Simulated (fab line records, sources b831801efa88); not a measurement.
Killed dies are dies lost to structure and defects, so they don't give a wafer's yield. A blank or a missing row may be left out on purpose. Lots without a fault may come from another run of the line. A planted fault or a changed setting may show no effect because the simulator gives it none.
fab line records | flow sky130
record lots=5 wafers=15 last_day=50
route steps=708 shown FIELD_ISO@21 NWELL@32 DNWELL@35 PWDE@45
lots that met no fault: from a run of the same line without faults
start_h: hours from the record's first day to the start of the lot's first wafer shown | wait_h: hours since the lot's step before | " the same as in the row above | L1.1+2: a row that stands for several wafers | - no value, or no start given | * or withheld: withheld | < > ~ a bound
route shown NAME@n: a module of which the file shows steps, and the number in the route of the first | usual: mean/standard deviation of fault-free wafers | same: alike in all rows | chamber/n: place in a boat | sites: the reading at each site | _std_site: their standard deviation | _edge_site: outer sites' mean less inner sites' | radius_mm: how far each site lies from the wafer's centre | mask NAME#n: copy n | behind: the tool/chamber that last shaped the wafer | hold: why the lot was held/for how many hours/how that ended | device: the transistor (n, p or np) that didn't switch | end of line: the same wafers' tests at the end of the route | a step without rows: its recipe alone | killed: dies lost to structure and defects at the first sort, not the wafer's yield | map: a wafer's dies, x killed, . not, _ none there
set.NAME: the setting as run; set.NAME@STEP: as run at that earlier step | model.NAME: the simulator's own value behind a step, which no gauge read
lots at some steps of the route; a table a step, a row a wafer
services: from which hour (start_h, from the record's first day; less than 0 if before it) a tool's chamber was out of use, for how many hours, and why
## steps
# step SKY_FIELD_ISO_CLEAN_20
# recipe chemistry=dHF time_s=20 dilution=100:1
# same time_s=20
# columns lot.wafer tool chamber start_h wait_h
L078.2+3+5 wet_bench-02 0 51.29 0.0
L079.4+5+6 wet_bench-02 1 55.64 0.0
L089.1+2+4 wet_bench-01 2 115.07 0.0
L091.3+5+6 wet_bench-02 3 119.61 0.0
L094.2+3+6 wet_bench-01 1 132.85 0.0
# step SKY_FIELD_ISO_WET_ETCH_21
# recipe chemistry=dHF dilution=100:1 target_depth_nm=20 dry=ipa_marangoni target=SiO2 temp_c=25 time_s=400
# same time_s=400
# columns lot.wafer tool chamber start_h wait_h
L078.2+3+5 wet_bench-01 0 51.30 0.0
L079.4+5+6 wet_bench-04 1 55.66 0.0
L089.1+2+4 wet_bench-02 0 115.08 0.0
L091.3+5+6 wet_bench-04 3 119.63 0.0
L094.2+3+6 wet_bench-04 2 132.86 0.0
# step SKY_FIELD_ISO_OXIDATION_22
# recipe temp_c=950 ambient=O2 stabilise_s=600 purge_s=300 target_thk_a=100 ox_time_s=623
# usual spike_tc_bottom_C=968.0/1.4 tube_center_temp_C_max=952.5/0.42 zone_power_lower_pct=19.0/2.5 zone_power_top_pct=36.3/1.3
# columns lot.wafer tool chamber start_h wait_h spike_tc_bottom_C tube_center_temp_C_max zone_power_lower_pct zone_power_top_pct
L078.2 furnace-01 0 51.63 0.2 968.0 952.2 21.3 37.6
L078.3 " 0 " " 968.6 951.9 21.2 37.2
L078.5 " 0 " " 968.9 952.2 21.3 37.4
L079.4 furnace-01 0 56.25 0.5 969.1 952.8 21.3 37.9
L079.5 " 0 " " 968.4 952.0 21.0 37.7
L079.6 " 0 " " 967.4 952.2 21.2 37.4
L089.1 furnace-01 0 116.58 1.4 969.8 952.3 21.1 37.2
L089.2 " 0 " " 968.8 952.8 21.8 36.4
L089.4 " 0 " " 970.0 953.1 20.9 37.8
L091.3 furnace-02 0 119.77 0.0 968.0 952.9 16.4 35.6
L091.5 " 0 " " 967.9 951.9 16.4 34.5
L091.6 " 0 " " 966.8 952.9 16.5 34.6
L094.2 furnace-02 0 135.42 2.4 966.5 952.3 16.2 34.9
L094.3 " 0 " " 966.3 952.0 16.1 34.7
L094.6 " 0 " " 966.0 953.3 16.3 35.3
# step SKY_FIELD_ISO_THK_MEAS_23
# recipe reads=SiO2_of_FIELD_ISO_OXIDATION_22
# usual FIELD_ISO_OXIDATION_01_THK=10.01/0.18
# columns lot.wafer tool chamber start_h wait_h FIELD_ISO_OXIDATION_01_THK[nm]
L078.2 film_metro-01 - 52.81 0.0 9.92
L078.3 " - " " 9.90
L078.5 " - " " 9.99
L079.4 film_metro-03 - 57.45 0.0 9.75
L079.5 " - " " 9.86
L079.6 " - " " 9.65
L089.1 film_metro-04 - 117.76 0.0 9.96
L089.2 " - " " 9.92
L089.4 " - " " 9.89
L091.3 film_metro-01 - 120.96 0.0 9.84
L091.5 " - " " 9.65
L091.6 " - " " 9.83
L094.2 film_metro-01 - 136.61 0.0 10.05
L094.3 " - " " 10.09
L094.6 " - " " 10.17
# step SKY_FIELD_ISO_CVD_24
# recipe material=SiO2 target_thk_nm=595 temp_c=650 sigma_open_frac=0.3 time_s=99.2 sih4_flow_sccm=60 pressure_mtorr=6
# usual pressure_mtorr=5.999/0.011
# same time_s=99.2
# columns lot.wafer tool chamber start_h wait_h pressure_mtorr
L078.2 hdpcvd-02 0 52.87 0.0 5.989
L078.3 " 1 " " 5.999
L078.5 " 0 " " 5.988
L079.4 hdpcvd-01 1 57.52 0.1 5.997
L079.5 " 0 " " 5.993
L079.6 " 2 " " 5.997
L089.1 hdpcvd-01 0 117.82 0.1 5.999
L089.2 " 1 " " 6.008
L089.4 " 0 " " 5.980
L091.3 hdpcvd-01 2 121.00 0.0 6.006
L091.5 " 0 " " 5.991
L091.6 " 1 " " 6.010
L094.2 hdpcvd-01 2 136.66 0.0 5.999
L094.3 " 1 " " 6.006
L094.6 " 0 " " 5.998
# step SKY_FIELD_ISO_THK_MEAS_25
# recipe reads=SiO2_of_FIELD_ISO_CVD_24
# usual FIELD_ISO_CVD_24_THK=594/5.9
# columns lot.wafer tool chamber start_h wait_h FIELD_ISO_CVD_24_THK[nm]
L078.2 film_metro-03 - 52.95 0.0 586
L078.3 " - " " 597
L078.5 " - " " 588
L079.4 film_metro-04 - 57.58 0.0 584
L079.5 " - " " 581
L079.6 " - " " 588
L089.1 film_metro-03 - 117.89 0.0 600
L089.2 " - " " 595
L089.4 " - " " 597
L091.3 film_metro-04 - 121.09 0.1 593
L091.5 " - " " 593
L091.6 " - " " 595
L094.2 film_metro-01 - 136.74 0.0 591
L094.3 " - " " 590
L094.6 " - " " 604
# step SKY_FIELD_ISO_ANNEAL_26
# recipe temp_c=1000 time_s=1800 ambient=N2
# usual spike_tc_bottom_C=1017.7/1.4 tube_center_temp_C_max=1002.6/0.44 zone_power_lower_pct=20.6/2.7 zone_power_top_pct=39.2/1.3
# same time_s=1800
# columns lot.wafer tool chamber start_h wait_h spike_tc_bottom_C tube_center_temp_C_max zone_power_lower_pct zone_power_top_pct
L078.2 furnace-02 0 53.00 0.0 1016.8 1002.2 18.5 38.6
L078.3 " 0 " " 1016.6 1002.6 17.8 38.5
L078.5 " 0 " " 1015.7 1002.5 18.4 38.0
L079.4 furnace-02 0 58.75 1.2 1015.7 1002.3 18.3 38.0
L079.5 " 0 " " 1018.0 1002.2 18.0 38.0
L079.6 " 0 " " 1015.1 1002.7 18.4 37.9
L089.1 furnace-01 0 117.95 0.1 1019.3 1002.1 23.8 40.4
L089.2 " 0 " " 1019.1 1002.2 23.6 41.0
L089.4 " 0 " " 1018.3 1003.0 24.4 41.1
L091.3 furnace-01 0 122.34 1.2 1019.2 1002.0 23.6 40.2
L091.5 " 0 " " 1019.0 1001.9 23.9 40.7
L091.6 " 0 " " 1019.4 1002.9 23.7 40.2
L094.2 furnace-02 0 138.11 1.4 1017.4 1002.3 18.0 38.2
L094.3 " 0 " " 1015.1 1002.5 18.4 38.0
L094.6 " 0 " " 1016.9 1002.2 18.6 38.8
# step SKY_FIELD_ISO_CMP_27
# recipe stop_on=Si3N4 t_overpolish_s=16 down_force_psi=4 platen_rpm=60 target_thk_nm=457.8 pad_velocity_m_s=0.94248
# usual motor_current_A=11.7/1.4 overpolish_run_s=16.001/0.0085 time_to_endpoint_s=112/7
# columns lot.wafer tool chamber start_h wait_h motor_current_A overpolish_run_s time_to_endpoint_s
L078.3 cmp-01 0 55.19 0.7 11.1 15.985 102
L078.2 " 2 " " 11.8 16.015 110
L078.5 " 3 " " 13.7 15.995 104
L079.4 cmp-02 3 60.30 0.1 11.5 15.995 117
L079.5 " 2 " " 12.5 16.001 112
L079.6 " 3 " " 11.6 16.001 120
L089.4 cmp-02 3 119.45 0.0 11.3 15.988 117
L089.1 " 1 " " 9.8 16.002 112
L089.2 " 2 " " 12.8 15.991 113
L091.3 cmp-02 1 123.84 0.0 9.5 15.998 108
L091.5 " 1 " " 9.7 16.016 114
L091.6 " 2 " " 12.0 15.997 112
L094.2 cmp-01 1 139.61 0.0 12.5 16.006 115
L094.3 " 0 " " 10.8 15.986 105
L094.6 " 2 " " 12.1 15.998 113
# step SKY_FIELD_ISO_WET_ETCH_28
# recipe chemistry=dHF target_depth_nm=23.7 target=SiO2 dilution=10:1 temp_c=25 time_s=47
# same time_s=47
# columns lot.wafer tool chamber start_h wait_h
L078.2+3+5 wet_bench-04 0 55.44 0.1
L079.4+5+6 wet_bench-04 2 60.55 0.2
L089.1+2+4 wet_bench-01 3 119.75 0.1
L091.3+5+6 wet_bench-04 3 124.14 0.2
L094.2+3+6 wet_bench-04 2 139.91 0.2
# step SKY_FIELD_ISO_WET_ETCH_29
# recipe chemistry=H3PO4 target_depth_nm=160 target=Si3N4 temp_c=160 time_s=1825
# usual bath_guard_temp_C=160.1/0.67
# same time_s=1825
# columns lot.wafer tool chamber start_h wait_h bath_guard_temp_C
L078.2 wet_bench-01 3 55.46 0.0 160.3
L078.3 " 3 " " 160.1
L078.5 " 3 " " 160.5
L079.4 wet_bench-01 1 60.57 0.0 159.6
L079.5 " 1 " " 159.7
L079.6 " 1 " " 159.8
L089.1 wet_bench-04 1 119.77 0.0 161.3
L089.2 " 1 " " 161.2
L089.4 " 1 " " 161.8
L091.3 wet_bench-01 0 124.17 0.0 160.7
L091.5 " 0 " " 160.8
L091.6 " 0 " " 160.4
L094.2 wet_bench-01 1 139.93 0.0 159.8
L094.3 " 1 " " 159.5
L094.6 " 1 " " 159.8
# step SKY_FIELD_ISO_WET_ETCH_30
# recipe chemistry=dHF target_depth_nm=25 target=SiO2 dilution=10:1 temp_c=25 time_s=50
# same time_s=50
# columns lot.wafer tool chamber start_h wait_h
L078.2+3+5 wet_bench-04 3 55.98 0.0
L079.4+5+6 wet_bench-04 2 61.13 0.0
L089.1+2+4 wet_bench-02 2 120.38 0.0
L091.3+5+6 wet_bench-02 1 124.73 0.0
L094.2+3+6 wet_bench-04 2 140.44 0.0
# step SKY_NWELL_CLEAN_00
# recipe chemistry=SC1/SC2 mix=1:4:20 temp_c=70 time_s=150 dry=n2_spin
# usual bath_guard_temp_C=70.0/0.56
# same time_s=150
# columns lot.wafer tool chamber start_h wait_h bath_guard_temp_C
L078.2 wet_bench-01 2 56.00 0.0 70.3
L078.3 " 2 " " 69.8
L078.5 " 2 " " 70.3
L079.4 wet_bench-02 0 61.16 0.0 70.1
L079.5 " 0 " " 70.1
L079.6 " 0 " " 69.9
L089.1 wet_bench-01 0 120.41 0.0 70.9
L089.2 " 0 " " 70.7
L089.4 " 0 " " 70.5
L091.3 wet_bench-04 3 124.75 0.0 69.1
L091.5 " 3 " " 69.0
L091.6 " 3 " " 69.5
L094.2 wet_bench-02 0 140.47 0.0 69.8
L094.3 " 0 " " 69.9
L094.6 " 0 " " 69.7
# step SKY_NWELL_OXIDATION_01
# recipe temp_c=900 ambient=O2 stabilise_s=600 purge_s=300 target_thk_a=100 ox_time_s=1418
# usual spike_tc_bottom_C=917.6/1.4 tube_center_temp_C_max=902.3/0.37 zone_power_lower_pct=16.0/2.1 zone_power_top_pct=32.6/1
# columns lot.wafer tool chamber start_h wait_h spike_tc_bottom_C tube_center_temp_C_max zone_power_lower_pct zone_power_top_pct
L078.2 furnace-02 0 57.36 1.3 917.7 902.3 14.2 32.1
L078.3 " 0 " " 914.8 902.5 14.5 31.3
L078.5 " 0 " " 918.3 902.1 14.3 32.4
L079.4 furnace-01 0 61.21 0.0 918.1 903.2 18.8 33.8
L079.5 " 0 " " 919.6 902.7 18.7 33.9
L079.6 " 0 " " 920.8 902.2 18.7 33.9
L089.1 furnace-01 0 120.95 0.5 918.9 902.3 18.8 34.2
L089.2 " 0 " " 918.5 902.0 18.4 34.1
L089.4 " 0 " " 919.2 902.6 18.7 34.2
L091.3 furnace-01 0 125.25 0.4 919.8 902.5 18.7 33.9
L091.5 " 0 " " 920.0 902.2 18.9 34.1
L091.6 " 0 " " 920.5 901.9 18.8 33.5
L094.2 furnace-01 0 142.04 1.5 920.5 902.1 18.8 33.4
L094.3 " 0 " " 918.3 902.7 18.4 34.1
L094.6 " 0 " " 918.5 902.1 18.7 34.0
# step SKY_NWELL_THK_MEAS_02
# recipe reads=SiO2_of_NWELL_OXIDATION_01
# usual NWELL_OXIDATION_THK=10.01/0.18
# columns lot.wafer tool chamber start_h wait_h NWELL_OXIDATION_THK[nm]
L078.2 film_metro-03 - 58.76 0.0 9.98
L078.3 " - " " 10.30
L078.5 " - " " 10.23
L079.4 film_metro-02 - 62.66 0.1 9.86
L079.5 " - " " 9.91
L079.6 " - " " 9.89
L089.1 film_metro-03 - 122.34 0.0 10.14
L089.2 " - " " 10.16
L089.4 " - " " 10.21
L091.3 film_metro-03 - 126.67 0.0 9.66
L091.5 " - " " 9.75
L091.6 " - " " 9.70
L094.2 film_metro-02 - 143.44 0.0 10.06
L094.3 " - " " 10.16
L094.6 " - " " 10.28
# step SKY_DNWELL_DEHYDRATE_00
# recipe temp_c=200 time_s=60
# same time_s=60
# columns lot.wafer tool chamber start_h wait_h
L078.2+3+5 litho_track-02 0 65.97 7.2
L079.4+5+6 litho_track-02 0 70.12 7.4
L089.1+2+4 litho_track-02 0 130.94 8.6
L091.3+5+6 litho_track-04 0 135.96 9.3
L094.2+3+6 litho_track-02 0 152.52 9.1
# step SKY_DNWELL_HMDS_01
# recipe prime_time_s=60 prime_temp_c=120
# columns lot.wafer tool chamber start_h wait_h
L078.2+3+5 litho_track-02 0 66.12 0.1
L079.4+5+6 litho_track-02 0 70.27 0.1
L089.1+2+4 litho_track-02 0 131.09 0.1
L091.3+5+6 litho_track-04 0 136.11 0.1
L094.2+3+6 litho_track-02 0 152.67 0.1
# step SKY_DNWELL_COAT_02
# recipe spin_rpm=2000 resist_thk_nm=3000
# usual spin_speed_rpm=2000.0/1.1
# columns lot.wafer tool chamber start_h wait_h spin_speed_rpm
L078.2 litho_track-02 0 66.27 0.1 1999.8
L078.3 " 0 " " 1999.8
L078.5 " 0 " " 1999.5
L079.4 litho_track-02 0 70.42 0.1 2001.5
L079.5 " 0 " " 1999.4
L079.6 " 0 " " 2001.1
L089.1 litho_track-02 0 131.24 0.1 2000.0
L089.2 " 0 " " 1998.1
L089.4 " 0 " " 1999.6
L091.3 litho_track-04 0 136.26 0.1 1999.6
L091.5 " 0 " " 1998.9
L091.6 " 0 " " 1998.7
L094.2 litho_track-02 0 152.82 0.1 2000.3
L094.3 " 0 " " 2000.4
L094.6 " 0 " " 1998.9
# step SKY_DNWELL_SOFTBAKE_03
# recipe temp_c=110 time_s=withheld
# columns lot.wafer tool chamber start_h wait_h
L078.2+3+5 litho_track-02 0 66.43 0.1
L079.4+5+6 litho_track-02 0 70.59 0.1
L089.1+2+4 litho_track-02 0 131.39 0.1
L091.3+5+6 litho_track-04 0 136.42 0.1
L094.2+3+6 litho_track-02 0 152.98 0.1
# step SKY_DNWELL_EXPOSE_04
# recipe mask_id=DNM na=0.57 target_cd_nm=3000 dose_mj=222
# usual focus_offset_nm=-0.1/0.55
# columns lot.wafer tool chamber start_h wait_h mask focus_offset_nm
L078.2 iline_stepper-01 0 - - DNM#0 0.1
L078.3 " 0 " " DNM#0 0.2
L078.5 " 0 " " DNM#0 -0.3
L079.4 iline_stepper-02 0 - - DNM#0 -0.1
L079.5 " 0 " " DNM#0 0.0
L079.6 " 0 " " DNM#0 -0.9
L089.1 iline_stepper-01 0 - - DNM#0 0.0
L089.2 " 0 " " DNM#0 -0.6
L089.4 " 0 " " DNM#0 -0.1
L091.3 iline_stepper-01 0 - - DNM#0 0.7
L091.5 " 0 " " DNM#0 -0.7
L091.6 " 0 " " DNM#0 -0.3
L094.2 iline_stepper-01 0 - - DNM#0 0.5
L094.3 " 0 " " DNM#0 0.3
L094.6 " 0 " " DNM#0 0.6
# step SKY_DNWELL_PEB_05
# recipe temp_c=115 time_s=withheld
# columns lot.wafer tool chamber start_h wait_h
L078.2+3+5 litho_track-02 0 - -
L079.4+5+6 litho_track-04 0 - -
L089.1+2+4 litho_track-02 0 - -
L091.3+5+6 litho_track-01 0 - -
L094.2+3+6 litho_track-02 0 - -
# step SKY_DNWELL_DEVELOP_06
# recipe wall_angle_deg=90 developer=TMAH develop_time_s=60 dev_temp_c=23
# same develop_time_s=60
# columns lot.wafer tool chamber start_h wait_h
L078.2+3+5 litho_track-02 0 - -
L079.4+5+6 litho_track-04 0 - -
L089.1+2+4 litho_track-02 0 - -
L091.3+5+6 litho_track-01 0 - -
L094.2+3+6 litho_track-02 0 - -
# step SKY_DNWELL_IMPLANT_07
# recipe species=P energy_kev=withheld dose_cm2=withheld tilt_deg=withheld
# usual end_station_pressure_torr=5.02e-06/2.4e-07
# columns lot.wafer tool chamber start_h wait_h end_station_pressure_torr
L078.2 implanter-03 0 73.77 - 4.94e-06
L078.3 " 0 " " 5.22e-06
L078.5 " 0 " " 4.8e-06
L079.4 implanter-02 0 78.38 - 5.05e-06
L079.5 " 0 " " 4.85e-06
L079.6 " 0 " " 4.71e-06
L089.1 implanter-03 0 140.99 - 4.74e-06
L089.2 " 0 " " 4.97e-06
L089.4 " 0 " " 5.15e-06
L091.3 implanter-04 0 145.37 - 4.8e-06
L091.5 " 0 " " 4.85e-06
L091.6 " 0 " " 5.08e-06
L094.2 implanter-03 0 162.62 - 4.99e-06
L094.3 " 0 " " 4.84e-06
L094.6 " 0 " " 4.57e-06
# step SKY_DNWELL_STRIP_08
# recipe chemistry=O2/N2 power_w=1400 pressure_mtorr=1500 platen_temp_c=withheld o2_flow_sccm=3000 n2_flow_sccm=300 overash_fraction=0.5
# usual drypump_motor_current_A=5.84/0.28 o2_flow_sccm=3001/8.5 oes_product_au=0.723/0.0048 strip_time_to_endpoint_s=36.90/0.093
# columns lot.wafer tool chamber start_h wait_h drypump_motor_current_A o2_flow_sccm oes_product_au rf_hours_counter_h strip_time_to_endpoint_s
L078.2 plasma_asher-03 1 73.89 0.1 5.64 3013 0.721 40 36.76
L078.3 " 1 " " 5.63 2997 0.712 - 36.77
L078.5 " 0 " " 6.03 3004 0.723 - 36.74
L079.4 plasma_asher-01 1 78.49 0.1 5.88 3004 0.717 - 36.75
L079.5 " 1 " " 5.89 2988 0.717 - 36.86
L079.6 " 0 " " 5.73 3001 0.717 - 36.85
L089.1 plasma_asher-01 0 141.14 0.1 5.73 2993 0.725 34 36.95
L089.2 " 1 " " 5.87 3008 0.726 34 36.86
L089.4 " 1 " " 5.87 2999 0.724 - 36.89
L091.3 plasma_asher-01 1 145.50 0.1 5.90 3005 0.718 - 36.79
L091.5 " 1 " " 5.86 3001 0.725 - 36.72
L091.6 " 0 " " 5.74 3011 0.726 - 36.71
L094.2 plasma_asher-01 1 162.74 0.1 5.89 3005 0.727 36 36.82
L094.3 " 1 " " 5.90 2991 0.713 - 36.87
L094.6 " 0 " " 5.73 3000 0.726 - 36.84
# step SKY_DNWELL_TW_MEAS_09
# usual DNWELL_TW=1119/11
# columns lot.wafer tool chamber start_h wait_h DNWELL_TW
L078.2 film_metro-03 - 74.00 0.1 1122
L078.3 " - " " 1123
L078.5 " - " " 1120
L079.4 film_metro-02 - 78.59 0.1 1108
L079.5 " - " " 1100
L079.6 " - " " 1105
L089.1 film_metro-03 - 141.24 0.1 1124
L089.2 " - " " 1126
L089.4 " - " " 1125
L091.3 film_metro-02 - 145.59 0.1 1103
L091.5 " - " " 1105
L091.6 " - " " 1100
L094.2 film_metro-04 - 162.85 0.1 1132
L094.3 " - " " 1143
L094.6 " - " " 1136
# step SKY_PWDE_DEHYDRATE_00
# recipe temp_c=200 time_s=60
# same time_s=60
# columns lot.wafer tool chamber start_h wait_h
L078.2+3+5 litho_track-03 0 80.96 6.9
L079.4+5+6 litho_track-03 0 85.95 7.4
L089.1+2+4 litho_track-04 0 150.51 9.3
L091.3+5+6 litho_track-02 0 155.39 9.8
L094.2+3+6 litho_track-04 0 172.33 9.5
# step SKY_PWDE_HMDS_01
# recipe prime_time_s=60 prime_temp_c=120
# columns lot.wafer tool chamber start_h wait_h
L078.2+3+5 litho_track-03 0 81.11 0.1
L079.4+5+6 litho_track-03 0 86.10 0.1
L089.1+2+4 litho_track-04 0 150.66 0.1
L091.3+5+6 litho_track-02 0 155.54 0.1
L094.2+3+6 litho_track-04 0 172.48 0.1
# step SKY_PWDE_COAT_02
# recipe spin_rpm=2000 resist_thk_nm=3000
# usual spin_speed_rpm=1999.9/1.2
# columns lot.wafer tool chamber start_h wait_h spin_speed_rpm
L078.2 litho_track-03 0 81.26 0.1 1998.9
L078.3 " 0 " " 2000.3
L078.5 " 0 " " 1999.1
L079.4 litho_track-03 0 86.25 0.1 2000.3
L079.5 " 0 " " 1999.9
L079.6 " 0 " " 1999.9
L089.1 litho_track-04 0 150.81 0.1 1999.2
L089.2 " 0 " " 2000.4
L089.4 " 0 " " 1998.7
L091.3 litho_track-02 0 155.69 0.1 1998.6
L091.5 " 0 " " 1997.7
L091.6 " 0 " " 1997.5
L094.2 litho_track-04 0 172.63 0.1 2000.3
L094.3 " 0 " " 1999.9
L094.6 " 0 " " 2000.8
# step SKY_PWDE_SOFTBAKE_03
# recipe temp_c=110 time_s=withheld
# columns lot.wafer tool chamber start_h wait_h
L078.2+3+5 litho_track-03 0 81.41 0.1
L079.4+5+6 litho_track-03 0 86.43 0.1
L089.1+2+4 litho_track-04 0 150.96 0.1
L091.3+5+6 litho_track-02 0 155.86 0.1
L094.2+3+6 litho_track-04 0 172.79 0.1
# step SKY_PWDE_EXPOSE_04
# recipe mask_id=PWDEM na=0.6 source_shape=conventional sigma_outer=0.6 polarization=unpolarized target_cd_nm=840 dose_mj=214
# usual focus_offset_nm=0.0/0.56
# columns lot.wafer tool chamber start_h wait_h mask focus_offset_nm
L078.2 iline_stepper-01 0 - - PWDEM#0 0.3
L078.3 " 0 " " PWDEM#0 -0.7
L078.5 " 0 " " PWDEM#0 0.4
L079.4 iline_stepper-01 0 - - PWDEM#0 0.5
L079.5 " 0 " " PWDEM#0 0.3
L079.6 " 0 " " PWDEM#0 -0.1
L089.1 iline_stepper-01 0 - - PWDEM#0 0.2
L089.2 " 0 " " PWDEM#0 0.0
L089.4 " 0 " " PWDEM#0 0.2
L091.3 iline_stepper-02 0 - - PWDEM#0 0.6
L091.5 " 0 " " PWDEM#0 0.9
L091.6 " 0 " " PWDEM#0 -0.1
L094.2 iline_stepper-02 0 - - PWDEM#0 0.2
L094.3 " 0 " " PWDEM#0 -0.6
L094.6 " 0 " " PWDEM#0 -0.1
# step SKY_PWDE_PEB_05
# recipe temp_c=115 time_s=withheld
# columns lot.wafer tool chamber start_h wait_h
L078.2+3+5 litho_track-02 0 - -
L079.4+5+6 litho_track-03 0 - -
L089.1+2+4 litho_track-03 0 - -
L091.3+5+6 litho_track-03 0 - -
L094.2+3+6 litho_track-03 0 - -
# step SKY_PWDE_DEVELOP_06
# recipe wall_angle_deg=90 developer=TMAH develop_time_s=60 dev_temp_c=23
# same develop_time_s=60
# columns lot.wafer tool chamber start_h wait_h
L078.2+3+5 litho_track-02 0 - -
L079.4+5+6 litho_track-03 0 - -
L089.1+2+4 litho_track-03 0 - -
L091.3+5+6 litho_track-03 0 - -
L094.2+3+6 litho_track-03 0 - -
# step SKY_PWDE_OVL_MEAS_07
# usual PWDE_OVL=-0.1/1.2
# columns lot.wafer tool chamber start_h wait_h PWDE_OVL[nm]
L078.2 overlay-01 - 89.25 - 1.4
L078.3 " - " " -1.1
L078.5 " - " " 0.0
L079.4 overlay-01 - 93.90 - -1.2
L079.5 " - " " -1.1
L079.6 " - " " -0.1
L089.1 overlay-02 - 161.18 - 0.9
L089.2 " - " " 0.1
L089.4 " - " " 0.5
L091.3 overlay-02 - 165.29 - 1.3
L091.5 " - " " -0.1
L091.6 " - " " 1.2
L094.2 overlay-02 - 183.14 - -2.4
L094.3 " - " " -3.4
L094.6 " - " " -1.6
# step SKY_PWDE_IMPLANT_08
# recipe species=B energy_kev=150 dose_cm2=3.6e+12 tilt_deg=withheld
# usual end_station_pressure_torr=5.02e-06/2.8e-07
# columns lot.wafer tool chamber start_h wait_h end_station_pressure_torr
L078.2 implanter-02 0 89.31 0.0 5.23e-06
L078.3 " 0 " " 5.27e-06
L078.5 " 0 " " 5.07e-06
L079.4 implanter-02 0 93.99 0.1 4.84e-06
L079.5 " 0 " " 5.27e-06
L079.6 " 0 " " 5.07e-06
L089.1 implanter-02 0 161.22 0.0 5.32e-06
L089.2 " 0 " " 4.92e-06
L089.4 " 0 " " 5.09e-06
L091.3 implanter-03 0 165.37 0.1 5.15e-06
L091.5 " 0 " " 4.93e-06
L091.6 " 0 " " 4.75e-06
L094.2 implanter-03 0 183.19 0.0 4.66e-06
L094.3 " 0 " " 4.83e-06
L094.6 " 0 " " 4.74e-06
# step SKY_PWDE_STRIP_09
# recipe chemistry=O2/N2 power_w=1400 pressure_mtorr=1500 platen_temp_c=withheld o2_flow_sccm=3000 n2_flow_sccm=300 overash_fraction=0.5
# usual drypump_motor_current_A=5.8/0.47 o2_flow_sccm=3001/9 oes_product_au=0.722/0.0047 strip_time_to_endpoint_s=36.94/0.1
# columns lot.wafer tool chamber start_h wait_h drypump_motor_current_A o2_flow_sccm oes_product_au rf_hours_counter_h strip_time_to_endpoint_s
L078.2 plasma_asher-04 1 89.43 0.1 5.4 3018 0.719 41 36.98
L078.3 " 0 " " 6.6 3003 0.738 - 37.05
L078.5 " 1 " " 5.4 3003 0.716 - 37.07
L079.4 plasma_asher-02 1 94.10 0.1 5.5 3003 0.725 - 36.97
L079.5 " 1 " " 5.5 3005 0.724 - 36.92
L079.6 " 0 " " 5.4 3001 0.730 - 36.97
L089.1 plasma_asher-04 0 161.37 0.1 6.6 2998 0.723 4 36.90
L089.2 " 1 " " 5.4 2989 0.727 4 36.99
L089.4 " 0 " " 6.6 2995 0.729 - 36.87
L091.3 plasma_asher-03 0 165.50 0.1 6.0 3000 0.723 - 36.95
L091.5 " 0 " " 6.0 2981 0.717 - 36.92
L091.6 " 1 " " 5.6 3005 0.723 - 36.98
L094.2 plasma_asher-04 0 183.32 0.1 6.6 3010 0.723 6 36.81
L094.3 " 1 " " 5.4 3015 0.724 - 36.87
L094.6 " 1 " " 5.4 3002 0.726 - 36.95
# step SKY_PWDE_TW_MEAS_10
# usual PWDE_TW=376/3.1
# columns lot.wafer tool chamber start_h wait_h PWDE_TW
L078.2 film_metro-04 - 89.54 0.1 377
L078.3 " - " " 379
L078.5 " - " " 377
L079.4 film_metro-02 - 94.20 0.1 371
L079.5 " - " " 368
L079.6 " - " " 372
L089.1 film_metro-02 - 161.47 0.1 373
L089.2 " - " " 375
L089.4 " - " " 373
L091.3 film_metro-03 - 165.59 0.1 378
L091.5 " - " " 380
L091.6 " - " " 378
L094.2 film_metro-03 - 183.43 0.1 375
L094.3 " - " " 376
L094.6 " - " " 376
# step SKY_NWELL_DEHYDRATE_03
# recipe temp_c=200 time_s=60
# same time_s=60
# columns lot.wafer tool chamber start_h wait_h
L078.2+3+5 litho_track-01 0 96.60 7.0
L079.4+5+6 litho_track-01 0 102.00 7.8
L089.1+2+4 litho_track-01 0 170.72 9.2
L091.3+5+6 litho_track-01 0 175.27 9.7
L094.2+3+6 litho_track-04 0 192.53 9.1
# step SKY_NWELL_HMDS_04
# recipe prime_time_s=60 prime_temp_c=120
# columns lot.wafer tool chamber start_h wait_h
L078.2+3+5 litho_track-01 0 96.75 0.1
L079.4+5+6 litho_track-01 0 102.15 0.1
L089.1+2+4 litho_track-01 0 170.87 0.1
L091.3+5+6 litho_track-01 0 175.42 0.1
L094.2+3+6 litho_track-04 0 192.68 0.1
# step SKY_NWELL_COAT_05
# recipe spin_rpm=2000 resist_thk_nm=3000
# usual spin_speed_rpm=1999.9/1.3
# columns lot.wafer tool chamber start_h wait_h spin_speed_rpm
L078.2 litho_track-01 0 96.90 0.1 2001.2
L078.3 " 0 " " 1998.5
L078.5 " 0 " " 1999.7
L079.4 litho_track-01 0 102.30 0.1 1999.2
L079.5 " 0 " " 2001.3
L079.6 " 0 " " 2000.1
L089.1 litho_track-01 0 171.02 0.1 2000.3
L089.2 " 0 " " 1999.5
L089.4 " 0 " " 2000.1
L091.3 litho_track-01 0 175.57 0.1 1998.1
L091.5 " 0 " " 2000.3
L091.6 " 0 " " 1998.2
L094.2 litho_track-04 0 192.83 0.1 2001.5
L094.3 " 0 " " 1999.1
L094.6 " 0 " " 2000.0
# step SKY_NWELL_SOFTBAKE_06
# recipe temp_c=110 time_s=withheld
# columns lot.wafer tool chamber start_h wait_h
L078.2+3+5 litho_track-01 0 97.05 0.1
L079.4+5+6 litho_track-01 0 102.47 0.1
L089.1+2+4 litho_track-01 0 171.17 0.1
L091.3+5+6 litho_track-01 0 175.74 0.1
L094.2+3+6 litho_track-04 0 192.99 0.1
## services
# columns tool chamber start_h hours kind
hdpcvd-01 - 40.13 5.5 pm
iline_stepper-01 - 44.79 1.7 pm
cmp-02 - 49.32 6.2 pm
hdpcvd-01 0 60.56 4.0 repair
plasma_asher-01 - 63.65 2.8 pm
cmp-02 - 64.00 4.0 pm
implanter-03 - 65.29 4.8 pm
hdpcvd-01 - 66.75 15.0 pm
cmp-02 - 67.73 6.8 repair
iline_stepper-02 - 76.95 12.2 repair
wet_bench-01 - 78.31 1.2 repair
wet_bench-04 - 80.42 11.8 repair
implanter-03 - 85.56 5.9 repair
cmp-02 - 95.76 0.7 repair
cmp-02 - 100.40 0.9 repair
implanter-03 - 103.75 2.3 repair
plasma_asher-04 - 108.75 9.0 pm
iline_stepper-02 - 116.59 21.5 repair
plasma_asher-04 - 132.58 1.4 repair
plasma_asher-01 - 156.39 0.7 repair
implanter-03 - 167.61 2.5 repair
furnace-01 - 168.75 2.5 pm
furnace-01 - 182.13 2.9 pm
furnace-02 - 187.22 3.6 pm
## key
fault none
